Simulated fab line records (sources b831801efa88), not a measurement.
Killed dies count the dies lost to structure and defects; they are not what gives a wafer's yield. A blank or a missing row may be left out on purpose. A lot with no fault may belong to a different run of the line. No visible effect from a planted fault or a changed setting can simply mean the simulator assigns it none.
fab line records	flow sky130
record lots=5	wafers=15	lastDay=50
route steps=708 shown LDD_N@247 LDD_P@255 LDD_HVN@267 LDD_HVP@278 PAD_OPEN@708
lots untouched by any fault: they come from a run of this same line in which no faults occurred
startH: hours from the record's first day to the start of the lot's first wafer shown	waitH: time in hours since the lot's previous step	" identical to the entry in the row above	L1.1+2: one row covering several wafers at once	- value missing, or start not given	* or withheld: withheld	< > ~ a bound
route shown NAME@n: a module of which the file shows steps, and the number in the route of the first	usual: mean and standard deviation over wafers with no fault	same: alike in all rows	chamber/n: place in a boat	sites: each site's reading	_std_site: how widely they spread, as a standard deviation	_edge_site: the outer-site mean with the inner-site mean subtracted	radiusMm: for every site, how far away it sits from the centre of the wafer	mask NAME#n: copy n	behind: the tool/chamber that last shaped the wafer	hold: what put the lot on hold/how long, in hours/how the hold closed	device: which transistor (n, p or np) failed to switch	end of line: the route-end tests of the same wafers	a step without rows: its recipe alone	killed: dies lost to structure and defects at the first sort, not the wafer's yield	map: a wafer's dies, marking killed ones x, the rest . and places with no die _
set.NAME: the setting as run; set.NAME@STEP: as run at that earlier step	model.NAME: the simulator's own value behind a step, which no gauge read
a table for each step, a row for each wafer; lots at some steps of the route
services: the hour from which a tool's chamber was out of use, counted from the record's first day as startH (under 0 if before that day), plus the number of hours and why
## steps
# step SKY_LDD_N_IMPLANT_10
# recipe species=As	energyKev=20	doseCm2=7.5e+13	tiltDeg=withheld	rotationDeg=203
# step SKY_LDD_N_IMPLANT_11
# recipe species=As	energyKev=20	doseCm2=7.5e+13	tiltDeg=withheld	rotationDeg=293
# step SKY_LDD_N_IMPLANT_12
# recipe species=BF2	energyKev=50	doseCm2=5e+12	tiltDeg=30	rotationDeg=0
# step SKY_LDD_N_IMPLANT_13
# recipe species=BF2	energyKev=50	doseCm2=5e+12	tiltDeg=30	rotationDeg=90
# step SKY_LDD_N_IMPLANT_14
# recipe species=BF2	energyKev=50	doseCm2=5e+12	tiltDeg=30	rotationDeg=180
# step SKY_LDD_N_IMPLANT_15
# recipe species=BF2	energyKev=50	doseCm2=5e+12	tiltDeg=30	rotationDeg=270
# step SKY_LDD_N_STRIP_16
# recipe chemistry=O2/N2	powerW=1400	pressureMtorr=1500	platenTempC=withheld	o2FlowSccm=3000	n2FlowSccm=300	overashFraction=0.5
# usual drypumpMotorCurrentA=5.9/0.37	oesProductAu=0.407/0.005	stripTimeToEndpointS=4.316/0.016
lot.wafer	tool	chamber	startH	waitH	drypumpMotorCurrentA	oesProductAu	rfHoursCounterH	stripTimeToEndpointS
L430.1	plasmaAsher-04	1	416.62	0.1	6.1	0.416	60	4.337
L430.5	"	1	"	"	6.1	0.414	-	4.319
L430.6	"	0	"	"	5.7	0.399	-	4.315
L431.1	plasmaAsher-01	0	427.77	0.1	5.7	0.410	76	4.322
L431.4	"	0	"	"	5.7	0.409	-	4.311
L431.6	"	0	"	"	5.7	0.402	-	4.298
L436.1	plasmaAsher-01	0	479.87	0.1	5.7	0.407	78	4.301
L436.2	"	1	"	"	6.6	0.399	78	4.304
L436.6	"	1	"	"	6.5	0.410	-	4.303
L443.2	plasmaAsher-04	0	551.97	0.1	5.7	0.409	75	4.342
L443.3	"	0	"	"	5.8	0.407	-	4.331
L443.5	"	0	"	"	5.8	0.399	-	4.309
L451.1	plasmaAsher-03	1	617.12	0.1	5.7	0.410	21	4.321
L451.2	"	0	"	"	5.3	0.407	21	4.319
L451.3	"	1	"	"	5.7	0.409	-	4.328
# step SKY_LDD_N_TW_MEAS_17
# usual LDD_N_TW=2589/12
lot.wafer	tool	chamber	startH	waitH	LDD_N_TW
L430.1	filmMetro-02	-	416.72	0.1	2600
L430.5	"	-	"	"	2593
L430.6	"	-	"	"	2602
L431.1	filmMetro-01	-	427.87	0.1	2592
L431.4	"	-	"	"	2572
L431.6	"	-	"	"	2584
L436.1	filmMetro-02	-	479.97	0.1	2594
L436.2	"	-	"	"	2579
L436.6	"	-	"	"	2577
L443.2	filmMetro-04	-	552.08	0.1	2598
L443.3	"	-	"	"	2610
L443.5	"	-	"	"	2595
L451.1	filmMetro-04	-	617.22	0.1	2597
L451.2	"	-	"	"	2610
L451.3	"	-	"	"	2604
# step SKY_LDD_P_DEHYDRATE_00
# recipe tempC=200	timeS=60
# step SKY_LDD_P_HMDS_01
# recipe primeTimeS=60	primeTempC=120
# step SKY_LDD_P_COAT_02
# recipe resist=NOVOLAK	spinRpm=3000	resistThkNm=1140
# step SKY_LDD_P_SOFTBAKE_03
# recipe tempC=91.09	timeS=60	resist=NOVOLAK
# step SKY_LDD_P_EXPOSE_04
# recipe maskId=PSDM	na=0.6	sourceShape=conventional	sigmaOuter=0.6	polarization=unpolarized	targetCdNm=380	doseMj=138
# usual exposureDoseMJCm2=137.85/0.16
lot.wafer	tool	chamber	startH	waitH	mask	exposureDoseMJCm2
L430.1	ilineStepper-01	0	431.84	-	PSDM#0	137.75
L430.5	"	0	"	"	PSDM#0	137.86
L430.6	"	0	"	"	PSDM#0	137.77
L431.1	ilineStepper-02	0	443.68	-	HVPTM#0	137.84
L431.4	"	0	"	"	HVPTM#0	137.70
L431.6	"	0	"	"	HVPTM#0	138.17
L436.1	ilineStepper-02	0	503.15	-	PSDM#0	137.75
L436.2	"	0	"	"	PSDM#0	137.83
L436.6	"	0	"	"	PSDM#0	137.68
L443.2	ilineStepper-02	0	567.07	-	PSDM#0	137.64
L443.3	"	0	"	"	PSDM#0	137.70
L443.5	"	0	"	"	PSDM#0	137.81
L451.1	ilineStepper-02	0	633.28	-	PSDM#0	137.75
L451.2	"	0	"	"	PSDM#0	137.69
L451.3	"	0	"	"	PSDM#0	137.78
# step SKY_LDD_P_PEB_05
# recipe tempC=withheld	timeS=*	resist=NOVOLAK
# step SKY_LDD_P_DEVELOP_06
# recipe resist=NOVOLAK	developer=TMAH	developTimeS=60	devTempC=23
# step SKY_LDD_P_CD_MEAS_07
# recipe targetCdNm=380
# usual cdNm=379.9/2.7
lot.wafer	tool	chamber	startH	waitH	cdNm
L430.1	cdSem-01	-	447.08	0.1	377.4
L430.5	"	-	"	"	378.5
L430.6	"	-	"	"	376.8
L431.1	cdSem-02	-	458.03	0.1	-
L431.4	"	-	"	"	-
L431.6	"	-	"	"	-
L436.1	cdSem-02	-	516.77	0.1	381.4
L436.2	"	-	"	"	381.0
L436.6	"	-	"	"	381.7
L443.2	cdSem-01	-	581.84	0.1	379.5
L443.3	"	-	"	"	380.7
L443.5	"	-	"	"	376.5
L451.1	cdSem-01	-	646.43	0.1	382.5
L451.2	"	-	"	"	382.3
L451.3	"	-	"	"	384.4
# step SKY_LDD_P_OVL_MEAS_08
# usual LDD_P_OVL=-0.7/1.3
lot.wafer	tool	chamber	startH	waitH	LDD_P_OVL[nm]
L430.1	overlay-02	-	447.20	0.1	0.0
L430.5	"	-	"	"	-0.9
L430.6	"	-	"	"	-0.4
L431.1	overlay-01	-	458.15	0.1	-
L431.4	"	-	"	"	-
L431.6	"	-	"	"	-
L436.1	overlay-02	-	516.89	0.1	0.3
L436.2	"	-	"	"	-1.2
L436.6	"	-	"	"	-2.6
L443.2	overlay-01	-	581.94	0.1	-2.9
L443.3	"	-	"	"	-2.3
L443.5	"	-	"	"	-3.0
L451.1	overlay-01	-	646.55	0.1	-0.7
L451.2	"	-	"	"	-0.9
L451.3	"	-	"	"	0.3
# step SKY_LDD_P_IMPLANT_09
# recipe species=BF2	energyKev=25	doseCm2=1e+13	tiltDeg=withheld
# step SKY_LDD_P_STRIP_10
# recipe chemistry=O2/N2	powerW=1400	pressureMtorr=1500	platenTempC=withheld	o2FlowSccm=3000	n2FlowSccm=300	overashFraction=0.5
# usual drypumpMotorCurrentA=5.62/0.28	oesProductAu=0.716/0.0045	stripTimeToEndpointS=14.15/0.039
lot.wafer	tool	chamber	startH	waitH	drypumpMotorCurrentA	oesProductAu	rfHoursCounterH	stripTimeToEndpointS
L430.1	plasmaAsher-04	1	447.39	0.1	6.13	0.721	64	14.13
L430.5	"	1	"	"	6.10	0.714	-	14.19
L430.6	"	0	"	"	5.73	0.717	-	14.12
L431.1	plasmaAsher-02	1	458.34	0.1	5.61	0.707	30	14.19
L431.4	"	1	"	"	5.63	0.722	-	14.14
L431.6	"	1	"	"	5.62	0.717	-	14.15
L436.1	plasmaAsher-03	0	517.07	0.1	5.31	0.719	10	14.15
L436.2	"	1	"	"	5.73	0.712	10	14.09
L436.6	"	0	"	"	5.30	0.721	-	14.13
L443.2	plasmaAsher-04	0	582.12	0.1	5.76	0.722	77	14.20
L443.3	"	0	"	"	5.76	0.714	-	14.17
L443.5	"	1	"	"	6.09	0.708	-	14.19
L451.1	plasmaAsher-04	0	646.74	0.1	5.75	0.717	85	14.18
L451.2	"	1	"	"	6.08	0.721	85	14.17
L451.3	"	0	"	"	5.74	0.714	-	14.18
# step SKY_LDD_P_TW_MEAS_11
# usual LDD_P_TW=637.3/2.6
lot.wafer	tool	chamber	startH	waitH	LDD_P_TW
L430.1	filmMetro-03	-	447.49	0.1	638.1
L430.5	"	-	"	"	638.9
L430.6	"	-	"	"	637.8
L431.1	filmMetro-03	-	458.44	0.1	29.9
L431.4	"	-	"	"	30.3
L431.6	"	-	"	"	30.0
L436.1	filmMetro-03	-	517.17	0.1	634.7
L436.2	"	-	"	"	637.9
L436.6	"	-	"	"	632.4
L443.2	filmMetro-03	-	582.23	0.1	641.0
L443.3	"	-	"	"	635.9
L443.5	"	-	"	"	634.9
L451.1	filmMetro-04	-	646.84	0.1	637.8
L451.2	"	-	"	"	635.3
L451.3	"	-	"	"	639.6
# step SKY_LDD_HVN_DEHYDRATE_00
# recipe tempC=200	timeS=60
# step SKY_LDD_HVN_HMDS_01
# recipe primeTimeS=60	primeTempC=120
# step SKY_LDD_HVN_COAT_02
# recipe resist=NOVOLAK	spinRpm=3000	resistThkNm=300
# step SKY_LDD_HVN_SOFTBAKE_03
# recipe tempC=90	timeS=60	resist=NOVOLAK
# step SKY_LDD_HVN_EXPOSE_04
# recipe maskId=HVNTM	na=0.6	sourceShape=conventional	sigmaOuter=0.6	polarization=unpolarized	targetCdNm=700	doseMj=127
# step SKY_LDD_HVN_PEB_05
# recipe tempC=withheld	timeS=*	resist=NOVOLAK
# step SKY_LDD_HVN_DEVELOP_06
# recipe resist=NOVOLAK	developer=TMAH	developTimeS=60	devTempC=23
# step SKY_LDD_HVN_OVL_MEAS_07
# usual LDD_HVN_OVL=-1.3/1.2
lot.wafer	tool	chamber	startH	waitH	LDD_HVN_OVL[nm]
L430.1	overlay-01	-	478.47	0.1	0.7
L430.5	"	-	"	"	1.5
L430.6	"	-	"	"	1.5
L431.1	overlay-01	-	487.98	0.1	-1.3
L431.4	"	-	"	"	-0.9
L431.6	"	-	"	"	-0.3
L436.1	overlay-01	-	547.57	0.1	0.6
L436.2	"	-	"	"	-0.3
L436.6	"	-	"	"	-2.3
L443.2	overlay-01	-	611.89	0.1	-3.0
L443.3	"	-	"	"	-2.6
L443.5	"	-	"	"	-1.1
L451.1	overlay-02	-	675.03	0.1	-0.7
L451.2	"	-	"	"	-1.0
L451.3	"	-	"	"	-0.4
# step SKY_LDD_HVN_IMPLANT_08
# recipe species=P	energyKev=60	doseCm2=3e+13	tiltDeg=40
# step SKY_LDD_HVN_STRIP_09
# recipe chemistry=O2/N2	powerW=1362	pressureMtorr=1500	platenTempC=withheld	o2FlowSccm=3000	n2FlowSccm=300	overashFraction=0.5
# usual drypumpMotorCurrentA=5.8/0.45	oesProductAu=0.408/0.0043	stripTimeToEndpointS=4.232/0.015
lot.wafer	tool	chamber	startH	waitH	drypumpMotorCurrentA	oesProductAu	rfHoursCounterH	stripTimeToEndpointS
L430.1	plasmaAsher-03	1	478.65	0.1	5.7	0.408	6	4.238
L430.5	"	0	"	"	5.3	0.410	-	4.247
L430.6	"	1	"	"	5.7	0.407	-	4.250
L431.1	plasmaAsher-02	0	488.17	0.1	5.3	0.409	33	4.231
L431.4	"	0	"	"	5.3	0.407	-	4.212
L431.6	"	0	"	"	5.3	0.418	-	4.237
L436.1	plasmaAsher-03	0	547.75	0.1	5.3	0.401	13	4.248
L436.2	"	1	"	"	5.8	0.408	13	4.254
L436.6	"	1	"	"	5.7	0.403	-	4.244
L443.2	plasmaAsher-01	1	612.07	0.1	6.6	0.404	90	4.211
L443.3	"	0	"	"	5.7	0.413	-	4.220
L443.5	"	0	"	"	5.7	0.402	-	4.223
L451.1	plasmaAsher-03	0	675.22	0.1	5.3	0.412	27	4.231
L451.2	"	1	"	"	5.7	0.416	27	4.250
L451.3	"	0	"	"	5.3	0.408	-	4.226
# step SKY_LDD_HVN_TW_MEAS_10
# usual LDD_HVN_TW=1441/7.5
lot.wafer	tool	chamber	startH	waitH	LDD_HVN_TW
L430.1	filmMetro-01	-	478.75	0.1	1434
L430.5	"	-	"	"	1434
L430.6	"	-	"	"	1425
L431.1	filmMetro-02	-	488.27	0.1	1443
L431.4	"	-	"	"	1435
L431.6	"	-	"	"	1439
L436.1	filmMetro-02	-	547.85	0.1	1443
L436.2	"	-	"	"	1427
L436.6	"	-	"	"	1436
L443.2	filmMetro-01	-	612.18	0.1	1435
L443.3	"	-	"	"	1434
L443.5	"	-	"	"	1440
L451.1	filmMetro-03	-	675.32	0.1	1448
L451.2	"	-	"	"	1445
L451.3	"	-	"	"	1450
# step SKY_LDD_HVP_DEHYDRATE_00
# recipe tempC=200	timeS=60
# step SKY_LDD_HVP_HMDS_01
# recipe primeTimeS=60	primeTempC=120
# step SKY_LDD_HVP_COAT_02
# recipe resist=NOVOLAK	spinRpm=3000	resistThkNm=300
# step SKY_LDD_HVP_SOFTBAKE_03
# recipe tempC=90	timeS=60	resist=NOVOLAK
# step SKY_LDD_HVP_EXPOSE_04
# recipe maskId=HVPTM	na=0.6	sourceShape=conventional	sigmaOuter=0.6	polarization=unpolarized	targetCdNm=700	doseMj=86
# step SKY_LDD_HVP_PEB_05
# recipe tempC=withheld	timeS=*	resist=NOVOLAK
# step SKY_LDD_HVP_DEVELOP_06
# recipe resist=NOVOLAK	developer=TMAH	developTimeS=60	devTempC=23
# step SKY_LDD_HVP_OVL_MEAS_07
# usual LDD_HVP_OVL=0.3/1.3
lot.wafer	tool	chamber	startH	waitH	LDD_HVP_OVL[nm]
L430.1	overlay-01	-	515.52	0.1	0.5
L430.5	"	-	"	"	-0.3
L430.6	"	-	"	"	0.0
L431.1	overlay-01	-	519.37	0.1	-1.4
L431.4	"	-	"	"	0.1
L431.6	"	-	"	"	0.4
L436.1	overlay-02	-	578.14	0.1	0.3
L436.2	"	-	"	"	1.5
L436.6	"	-	"	"	0.3
L443.2	overlay-02	-	641.12	0.1	1.3
L443.3	"	-	"	"	0.1
L443.5	"	-	"	"	-0.7
L451.1	overlay-02	-	703.23	0.1	0.3
L451.2	"	-	"	"	1.5
L451.3	"	-	"	"	-0.1
# step SKY_LDD_HVP_IMPLANT_08
# recipe species=B	energyKev=20	doseCm2=1.7e+13	tiltDeg=17.9
# step SKY_LDD_HVP_STRIP_09
# recipe chemistry=O2/N2	powerW=1400	pressureMtorr=1500	platenTempC=withheld	o2FlowSccm=3000	n2FlowSccm=300	overashFraction=0.5
# usual drypumpMotorCurrentA=5.8/0.42	oesProductAu=0.408/0.0049	stripTimeToEndpointS=4.139/0.014
lot.wafer	tool	chamber	startH	waitH	drypumpMotorCurrentA	oesProductAu	rfHoursCounterH	stripTimeToEndpointS
L430.1	plasmaAsher-04	0	515.70	0.1	5.7	0.406	71	4.119
L430.5	"	0	"	"	5.8	0.408	-	4.129
L430.6	"	1	"	"	6.1	0.413	-	4.112
L431.1	plasmaAsher-02	0	519.55	0.1	5.3	0.409	36	4.120
L431.4	"	0	"	"	5.3	0.412	-	4.118
L431.6	"	0	"	"	5.3	0.408	-	4.111
L436.1	plasmaAsher-02	0	578.32	0.1	5.3	0.410	42	4.144
L436.2	"	1	"	"	5.6	0.397	42	4.138
L436.6	"	0	"	"	5.2	0.409	-	4.137
L443.2	plasmaAsher-02	1	641.30	0.1	5.6	0.409	48	4.127
L443.3	"	0	"	"	5.3	0.400	-	4.131
L443.5	"	1	"	"	5.6	0.401	-	4.119
L451.1	plasmaAsher-02	0	703.42	0.1	5.3	0.400	55	4.151
L451.2	"	1	"	"	5.6	0.411	55	4.148
L451.3	"	0	"	"	5.2	0.405	-	4.172
# step SKY_LDD_HVP_TW_MEAS_10
# usual LDD_HVP_TW=457.8/1.8
lot.wafer	tool	chamber	startH	waitH	LDD_HVP_TW
L430.1	filmMetro-02	-	515.80	0.1	454.3
L430.5	"	-	"	"	455.8
L430.6	"	-	"	"	455.6
L431.1	filmMetro-03	-	519.65	0.1	699.3
L431.4	"	-	"	"	699.1
L431.6	"	-	"	"	699.7
L436.1	filmMetro-02	-	578.42	0.1	454.8
L436.2	"	-	"	"	453.8
L436.6	"	-	"	"	454.5
L443.2	filmMetro-02	-	641.41	0.1	455.8
L443.3	"	-	"	"	459.1
L443.5	"	-	"	"	456.5
L451.1	filmMetro-03	-	703.52	0.1	460.2
L451.2	"	-	"	"	461.7
L451.3	"	-	"	"	462.1
# step SKY_PAD_OPEN_PROBE_99
# usual killed_at_M0_to_M3=43/6.9	killed_at_M4_up=3.1/1.9	killedAtContacts=24/5.4	killedAtFrontEnd=14/4.3	killedAtOther=0.3/0.53	killedDies=84/9.5	killedOnRim=16/4.1	killedOpen=46/6.8	killedShort=38/6
# same grossDies=492	killedAtBackSide=0
lot.wafer	tool	chamber	startH	waitH	killed_at_M0_to_M3	killed_at_M4_up	killedAtContacts	killedAtFrontEnd	killedAtOther	killedDies	killedOnRim	killedOpen	killedShort
L430.1	prober-02	-	1086.17	0.1	39	5	28	15	0	87	17	49	38
L430.5	prober-02	-	1086.37	0.2	41	4	18	11	1	75	19	44	31
L430.6	prober-02	-	1086.42	0.2	55	4	16	11	0	86	19	47	38
L431.1	prober-01	-	1096.40	0.1	41	2	15	434	0	492	96	39	40
L431.4	prober-01	-	1096.55	0.2	50	1	29	411	1	492	96	49	42
L431.6	prober-01	-	1096.65	0.2	38	5	14	435	0	492	96	38	36
L436.1	prober-02	-	1124.90	0.1	37	9	27	13	0	86	19	46	40
L436.2	prober-02	-	1124.95	0.1	52	4	21	8	0	85	21	52	32
L436.6	prober-02	-	1125.15	0.2	50	1	32	10	0	93	23	51	41
L443.2	prober-02	-	1172.51	0.1	41	3	13	10	0	67	19	31	36
L443.3	prober-02	-	1172.56	0.2	32	2	26	7	1	68	13	43	25
L443.5	prober-02	-	1172.66	0.2	43	4	32	25	0	104	22	53	50
L451.1	prober-02	-	1211.25	0.1	44	3	19	12	1	79	9	41	37
L451.2	prober-02	-	1211.30	0.1	53	5	15	13	0	86	23	46	40
L451.3	prober-02	-	1211.35	0.2	40	2	26	9	0	77	14	45	32
# killed by level:class
L430.1 VIA1:geometricParticle:open=12 LI_CONTACT:geometricParticle:open=9 CONTACT:geometricParticle:open=6 VIA3:geometricParticle:open=6 FIELD_ISO:geometricParticle:open=5 LOCAL_INTERCONNECT:geometricParticle:short=5 CONTACT:geometricParticle:short=5 METAL1:geometricParticle:short=5
L430.5 VIA1:geometricParticle:open=9 VIA2:geometricParticle:open=8 VIA3:geometricParticle:open=8 LI_CONTACT:geometricParticle:open=6 CONTACT:geometricParticle:open=5 FIELD_ISO:geometricParticle:short=3 FIELD_ISO:geometricParticle:open=3 POLY_GATE:geometricParticle:short=3
L430.6 VIA1:geometricParticle:open=9 VIA2:geometricParticle:open=9 VIA3:geometricParticle:open=8 VIA3:geometricParticle:short=8 LI_CONTACT:geometricParticle:open=6 METAL1:geometricParticle:short=5 METAL2:geometricParticle:short=5 CONTACT:geometricParticle:open=4
L431.1 LDD_P:areaExpose=413 FIELD_ISO:geometricParticle:short=7 LI_CONTACT:geometricParticle:open=7 VIA2:geometricParticle:open=7 FIELD_ISO:geometricParticle:open=6 VIA1:geometricParticle:open=5 METAL2:geometricParticle:short=5 VIA2:geometricParticle:short=5
L431.4 LDD_P:areaExpose=401 CONTACT:geometricParticle:open=10 VIA2:geometricParticle:open=8 LOCAL_INTERCONNECT:geometricParticle:short=8 METAL2:geometricParticle:short=8 VIA3:geometricParticle:open=8 LI_CONTACT:geometricParticle:open=7 METAL1:geometricParticle:short=5
L431.6 LDD_P:areaExpose=418 VIA1:geometricParticle:open=9 VIA2:geometricParticle:open=6 FIELD_ISO:geometricParticle:open=4 METAL4:geometricParticle:short=4 POLY_GATE:geometricParticle:short=4 METAL1:geometricParticle:short=4 VIA3:geometricParticle:short=4
L436.1 LI_CONTACT:geometricParticle:open=9 VIA1:geometricParticle:open=9 CONTACT:geometricParticle:open=8 METAL1:geometricParticle:short=5 METAL2:geometricParticle:short=5 VIA3:geometricParticle:open=5 METAL4:geometricParticle:short=5 LI_CONTACT:geometricParticle:short=4
L436.2 VIA1:geometricParticle:open=14 CONTACT:geometricParticle:open=11 VIA3:geometricParticle:open=8 VIA1:geometricParticle:short=6 METAL2:geometricParticle:short=6 LI_CONTACT:geometricParticle:open=5 METAL3:geometricParticle:short=5 METAL1:geometricParticle:short=4
L436.6 CONTACT:geometricParticle:open=16 METAL2:geometricParticle:short=11 VIA1:geometricParticle:open=8 LI_CONTACT:geometricParticle:open=6 VIA2:geometricParticle:open=6 LOCAL_INTERCONNECT:geometricParticle:short=5 VIA3:geometricParticle:open=5 METAL1:geometricParticle:short=4
L443.2 VIA1:geometricParticle:short=10 VIA3:geometricParticle:open=7 VIA1:geometricParticle:open=7 METAL2:geometricParticle:short=5 LI_CONTACT:geometricParticle:short=5 FIELD_ISO:geometricParticle:short=4 METAL1:geometricParticle:short=4 CONTACT:geometricParticle:open=4
L443.3 VIA1:geometricParticle:open=11 LI_CONTACT:geometricParticle:open=8 CONTACT:geometricParticle:open=8 VIA2:geometricParticle:open=6 LOCAL_INTERCONNECT:geometricParticle:short=4 METAL1:geometricParticle:short=4 VIA3:geometricParticle:open=3 FIELD_ISO:geometricParticle:open=2
L443.5 VIA1:geometricParticle:open=15 FIELD_ISO:geometricParticle:short=11 CONTACT:geometricParticle:open=11 CONTACT:geometricParticle:short=8 FIELD_ISO:geometricParticle:open=7 VIA1:geometricParticle:short=7 LI_CONTACT:geometricParticle:open=6 VIA2:geometricParticle:open=5
L451.1 VIA1:geometricParticle:open=11 VIA3:geometricParticle:open=9 CONTACT:geometricParticle:open=6 VIA2:geometricParticle:open=6 CONTACT:geometricParticle:short=5 FIELD_ISO:geometricParticle:short=4 POLY_GATE:geometricParticle:short=4 VIA3:geometricParticle:short=4
L451.2 VIA3:geometricParticle:open=13 VIA2:geometricParticle:open=9 VIA1:geometricParticle:open=8 METAL1:geometricParticle:short=6 METAL2:geometricParticle:short=5 CONTACT:geometricParticle:open=5 VIA3:geometricParticle:short=5 METAL4:geometricParticle:short=5
L451.3 LI_CONTACT:geometricParticle:open=9 VIA2:geometricParticle:open=8 VIA1:geometricParticle:open=8 CONTACT:geometricParticle:open=6 METAL2:geometricParticle:short=6 VIA3:geometricParticle:open=5 CONTACT:geometricParticle:short=5 METAL1:geometricParticle:short=4
# map L431.1 (x killed, . not)
__________xxxxxxxxxx_________
________xxxxxxxxxxxxxx_______
______xxxxxxxxxxxxxxxxxx_____
_____xxxxxxxxxxxxxxxxxxxx____
____xxxxxxxxxxxxxxxxxxxxxx___
___xxxxxxxxxxxxxxxxxxxxxxxx__
__xxxxxxxxxxxxxxxxxxxxxxxxxx_
_xxxxxxxxxxxxxxxxxxxxxxxxxxxx
_xxxxxxxxxxxxxxxxxxxxxxxxxxxx
_xxxxxxxxxxxxxxxxxxxxxxxxxxxx
_xxxxxxxxxxxxxxxxxxxxxxxxxxxx
_xxxxxxxxxxxxxxxxxxxxxxxxxxxx
_xxxxxxxxxxxxxxxxxxxxxxxxxxxx
_xxxxxxxxxxxxxxxxxxxxxxxxxxxx
_xxxxxxxxxxxxxxxxxxxxxxxxxxxx
__xxxxxxxxxxxxxxxxxxxxxxxxxx_
___xxxxxxxxxxxxxxxxxxxxxxxx__
____xxxxxxxxxxxxxxxxxxxxxx___
_____xxxxxxxxxxxxxxxxxxxx____
______xxxxxxxxxxxxxxxxxx_____
________xxxxxxxxxxxxxx_______
__________xxxxxxxxxx_________
# map L443.5 (x killed, . not)
__________......xx.._________
________x..x.x....x..._______
______x.x..........x...x_____
_____.xx......x.x......x.____
____..x..x.....x...x....x.___
___x.............x.....x...__
__.x..x..x.....x.....x.x...._
_......x...x....x...x...xx..x
_....x.xx..x.....x.x.xx.....x
_....x......x.....xx..x......
_.x.x.....x..........x...x...
_x............x.x..xx......x.
_x..x.....xx..x.....xxx...x..
_......x...x...........x....x
_x.x......x..................
__..........x....x....xxx..._
___...xx...x.x.x...x.......__
____xx...........x....x.x.___
_____.......xx.xx........____
______...xx....x.xx....._____
________............x._______
__________.x........_________
## services
tool	chamber	startH	hours	kind
plasmaAsher-02	-	396.26	3.2	repair
plasmaAsher-02	-	398.78	2.9	repair
ilineStepper-02	-	411.31	1.7	pm
plasmaAsher-03	-	421.25	9.0	pm
plasmaAsher-03	0	421.25	9.0	ventCycle
plasmaAsher-03	1	421.25	9.0	ventCycle
ilineStepper-02	-	433.66	2.1	pm
plasmaAsher-01	-	435.12	40.8	repair
plasmaAsher-02	-	462.74	0.7	repair
plasmaAsher-04	-	467.00	0.3	repair
ilineStepper-01	-	478.86	1.7	pm
ilineStepper-01	-	485.22	16.6	repair
ilineStepper-02	-	488.31	13.1	repair
plasmaAsher-03	-	519.50	0.5	repair
plasmaAsher-04	-	532.02	2.8	pm
plasmaAsher-02	-	538.81	0.7	repair
plasmaAsher-01	-	544.78	4.2	repair
ilineStepper-01	-	559.29	7.1	repair
plasmaAsher-04	-	562.29	14.6	pm
plasmaAsher-04	-	616.74	0.7	repair
ilineStepper-02	-	629.53	1.7	pm
ilineStepper-02	-	646.66	1.0	repair
ilineStepper-02	-	647.17	6.1	repair
ilineStepper-01	-	697.04	1.7	pm
## key
firstSign step=SKY_LDD_P_EXPOSE_04	reading=mask	direction=changed
effect step=SKY_LDD_P_CD_MEAS_07	reading=cdNm	direction=missing
effect step=SKY_LDD_P_OVL_MEAS_08	reading=LDD_P_OVL	direction=missing
effect step=SKY_LDD_P_TW_MEAS_11	reading=LDD_P_TW	direction=down	sigmas=99+	usual=637.3	struck=30.1
effect step=SKY_LDD_HVP_TW_MEAS_10	reading=LDD_HVP_TW	direction=up	sigmas=99+	usual=457.8	struck=699.4
effect step=SKY_PAD_OPEN_PROBE_99	reading=killedAtFrontEnd	direction=up	sigmas=96	usual=14	struck=427
moreKillsBornAt SKY_LDD_P_EXPOSE_04@ilineStepper-02=1232
metAt SKY_LDD_P_EXPOSE_04
struckWafers L431.1,L431.4,L431.6
testerLeftOut L431
fault kind=wrongMask	tool=any	chamber=-	onsetH=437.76	steps=SKY_LDD_P_EXPOSE_04	auxCopy=HVPTM#0	scope=struckLotsOnly
# testerLeftOut: of these lots the tester's yield and bins aren't shown, on N5 and GAA mostly nor the transistor test; their killed dies are dies lost to structure and defects alone, not to doping, threshold or leakage, so they don't give the yield
